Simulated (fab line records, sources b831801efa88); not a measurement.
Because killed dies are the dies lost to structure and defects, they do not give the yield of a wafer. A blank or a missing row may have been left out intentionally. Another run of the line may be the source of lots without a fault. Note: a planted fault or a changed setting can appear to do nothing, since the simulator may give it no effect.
What tool caused it? + flow sky130 + 10 lots with 30 wafers sampled at 5 steps, on a route of 708 steps

## WHAT EACH GAUGE READ, for each wafer
SKY_VT_ADJUST_NCORE_OVL_MEAS_08.
| lot  | measured     | on         | VT_ADJUST_NCORE_OVL (nm) |
|------|--------------|------------|--------------------------|
| L289 | day 8 22:46  | overlay-02 | -1.5 -0.4 -2.0           |
| L291 | day 9 13:43  | overlay-01 | -0.1 -1.7 -0.5           |
| L292 | day 9 21:40  | overlay-02 | -0.4 -0.5 0.5            |
| L293 | day 10 02:35 | overlay-01 | 0.3 -2.6 -1.7            |
| L297 | day 11 10:44 | overlay-02 | -2.9 -1.2 -3.4           |
| L303 | day 13 14:10 | overlay-02 | 1.9 1.6 1.0              |
| L305 | day 13 23:13 | overlay-02 | 0.9 2.3 0.5              |
| L306 | day 14 12:19 | overlay-01 | 0.6 1.7 0.6              |
| L307 | day 14 13:35 | overlay-02 | 1.5 0.8 1.3              |
| L309 | day 15 03:52 | overlay-02 | -1.1 -2.5 -0.8           |

SKY_LDD_N_TW_MEAS_17.
| lot  | measured     | on            | LDD_N_TW       |
|------|--------------|---------------|----------------|
| L289 | day 18 08:56 | film_metro-02 | 2576 2569 2577 |
| L291 | day 19 00:23 | film_metro-02 | 2586 2591 2585 |
| L292 | day 19 10:08 | film_metro-03 | 2565 2563 2574 |
| L293 | day 19 16:44 | film_metro-02 | 2596 2590 2579 |
| L297 | day 21 11:15 | film_metro-03 | 2563 2568 2555 |
| L303 | day 24 10:01 | film_metro-01 | 2630 2637 2639 |
| L305 | day 24 15:38 | film_metro-02 | 2693 2668 2663 |
| L306 | day 25 00:04 | film_metro-02 | 2572 2592 2590 |
| L307 | day 25 04:49 | film_metro-02 | 2574 2567 2584 |
| L309 | day 25 19:34 | film_metro-01 | 2547 2546 2568 |

## EACH LOT AND THE TOOL THAT RAN IT (in order: tool; ch and the chambers of the sampled wafers; start)
| lot  | SKY_VT_ADJUST_HVTP_STRIP_10          | SKY_LDD_N_IMPLANT_08            | SKY_LDD_N_STRIP_16                   |
|------|--------------------------------------|---------------------------------|--------------------------------------|
| L289 | plasma_asher-03 ch 0,1, day 6 11:12  | implanter-04 ch 0, day 18 07:38 | plasma_asher-04 ch 0,1, day 18 08:50 |
| L291 | plasma_asher-01 ch 0,1, day 7 00:53  | implanter-03 ch 0, day 18 23:05 | plasma_asher-03 ch 0,1, day 19 00:17 |
| L292 | plasma_asher-01 ch 0, day 7 06:21    | implanter-02 ch 0, day 19 08:51 | plasma_asher-04 ch 0,1, day 19 10:02 |
| L293 | plasma_asher-03 ch 0,1, day 7 11:27  | implanter-04 ch 0, day 19 15:26 | plasma_asher-04 ch 0,1, day 19 16:38 |
| L297 | plasma_asher-02 ch 0,1, day 8 15:00  | implanter-02 ch 0, day 21 10:00 | plasma_asher-03 ch 0,1, day 21 11:10 |
| L303 | plasma_asher-03 ch 0,1, day 10 12:30 | implanter-02 ch 0, day 24 08:43 | plasma_asher-03 ch 0,1, day 24 09:55 |
| L305 | plasma_asher-03 ch 0,1, day 10 20:45 | implanter-02 ch 0, day 24 14:19 | plasma_asher-04 ch 0,1, day 24 15:31 |
| L306 | plasma_asher-02 ch 0,1, day 11 08:38 | implanter-04 ch 0, day 24 22:46 | plasma_asher-04 ch 0,1, day 24 23:58 |
| L307 | plasma_asher-01 ch 0,1, day 11 10:02 | implanter-03 ch 0, day 25 03:34 | plasma_asher-01 ch 0,1, day 25 04:43 |
| L309 | plasma_asher-01 ch 1, day 11 22:24   | implanter-03 ch 0, day 25 18:16 | plasma_asher-04 ch 0,1, day 25 19:28 |
- SKY_VT_ADJUST_HVTP_STRIP_10: strips in O2/N2.
- SKY_LDD_N_IMPLANT_08
- SKY_LDD_N_STRIP_16: strips in O2/N2.

## WHAT THE TOOLS THEMSELVES READ (means of the sampled wafers that have a number; where no wafer has one, the mark that the record gives instead)
SKY_VT_ADJUST_HVTP_STRIP_10.
| lot  | tool            | chamber_pressure_mTorr (mTorr) | drypump_motor_current_A (A) | oes_product_au (a.u.) | strip_time_to_endpoint_s (s) |
|------|-----------------|--------------------------------|-----------------------------|-----------------------|------------------------------|
| L289 | plasma_asher-03 | 1500.5                         | 5.96                        | 0.718                 | 14.13                        |
| L291 | plasma_asher-01 | 1500.7                         | 5.43                        | 0.716                 | 14.20                        |
| L292 | plasma_asher-01 | 1501.2                         | 5.44                        | 0.715                 | 14.21                        |
| L293 | plasma_asher-03 | 1499.6                         | 5.95                        | 0.717                 | 14.17                        |
| L297 | plasma_asher-02 | 1499.7                         | 5.54                        | 0.714                 | 14.13                        |
| L303 | plasma_asher-03 | 1499.3                         | 5.93                        | 0.716                 | 14.15                        |
| L305 | plasma_asher-03 | 1498.9                         | 5.96                        | 0.716                 | 14.12                        |
| L306 | plasma_asher-02 | 1499.2                         | 5.60                        | 0.715                 | 14.17                        |
| L307 | plasma_asher-01 | 1499.7                         | 5.45                        | 0.718                 | 14.17                        |
| L309 | plasma_asher-01 | 1500.2                         | 5.46                        | 0.716                 | 14.18                        |

SKY_LDD_N_IMPLANT_08.
| lot  | tool         | beam_on_s (s) | dose_ions_cm2 | faraday_current_uA |
|------|--------------|---------------|---------------|--------------------|
| L289 | implanter-04 | 10.03         | 7.496e+13     | 423                |
| L291 | implanter-03 | 9.89          | 7.495e+13     | 427                |
| L292 | implanter-02 | 9.97          | 7.495e+13     | 424                |
| L293 | implanter-04 | 9.86          | 7.498e+13     | 428                |
| L297 | implanter-02 | 10.04         | 7.495e+13     | 420                |
| L303 | implanter-02 | 13.69         | 1.436e+14     | 591                |
| L305 | implanter-02 | 13.70         | 1.437e+14     | 592                |
| L306 | implanter-04 | 10.08         | 7.497e+13     | 421                |
| L307 | implanter-03 | 9.82          | 7.501e+13     | 429                |
| L309 | implanter-03 | 9.98          | 7.490e+13     | 424                |

SKY_LDD_N_STRIP_16.
| lot  | tool            | chamber_pressure_mTorr (mTorr) | drypump_motor_current_A (A) | oes_product_au (a.u.) | strip_time_to_endpoint_s (s) |
|------|-----------------|--------------------------------|-----------------------------|-----------------------|------------------------------|
| L289 | plasma_asher-04 | 1500.3                         | 5.2                         | 0.405                 | 4.310                        |
| L291 | plasma_asher-03 | 1500.0                         | 6.0                         | 0.404                 | 4.320                        |
| L292 | plasma_asher-04 | 1500.4                         | 5.2                         | 0.409                 | 4.321                        |
| L293 | plasma_asher-04 | 1500.7                         | 5.1                         | 0.409                 | 4.320                        |
| L297 | plasma_asher-03 | 1499.5                         | 5.9                         | 0.410                 | 4.301                        |
| L303 | plasma_asher-03 | 1500.4                         | 6.0                         | 0.404                 | 4.501                        |
| L305 | plasma_asher-04 | 1500.8                         | 5.2                         | 0.410                 | 4.517                        |
| L306 | plasma_asher-04 | 1502.0                         | 5.2                         | 0.405                 | 4.327                        |
| L307 | plasma_asher-01 | 1500.5                         | 5.5                         | 0.409                 | 4.319                        |
| L309 | plasma_asher-04 | 1498.2                         | 5.1                         | 0.407                 | 4.329                        |

## THE ANSWER, worked out from the rows above alone
Rule: what is usual is taken from the lots themselves. Put in order of their means at a reading, lots are off if they are a third of the lots or fewer, leave a main group of 4 or more, and stand apart from it by a gap of 3 or more times the standard deviation of the main group's means; of several such gaps the widest counts. A main group whose means are all the same, to the digits that the tables above print for the reading, isn't used. Also off: a lot with no number at a reading for which 4 or more lots have one. The other lots that the step has rows for count as sound. Order of review: gauges by route order, followed by the tools' own readings, for which a lot's mean as printed above is used. At the first step where some lot is off, the reading lying furthest off is the one used; lots without a number count as furthest.
Off: L303, L305, at SKY_LDD_N_TW_MEAS_17 (LDD_N_TW). The main group has a mean of 2574 with a standard deviation of 12.
If a tool, at a process step before that reading, ran all the lots that are off and no sound lot after the first of them, it fits. Not tried: the gauges at SKY_LDD_N_TW_MEAS_17; whatever is off there is also off at SKY_LDD_N_IMPLANT_08, on other tools, and gauge error can't account for it. Undecided on this evidence; 2 tools fit (plasma_asher-03 at SKY_VT_ADJUST_HVTP_STRIP_10, implanter-02 at SKY_LDD_N_IMPLANT_08).

## WHAT THE SIMULATOR HAD PUT IN
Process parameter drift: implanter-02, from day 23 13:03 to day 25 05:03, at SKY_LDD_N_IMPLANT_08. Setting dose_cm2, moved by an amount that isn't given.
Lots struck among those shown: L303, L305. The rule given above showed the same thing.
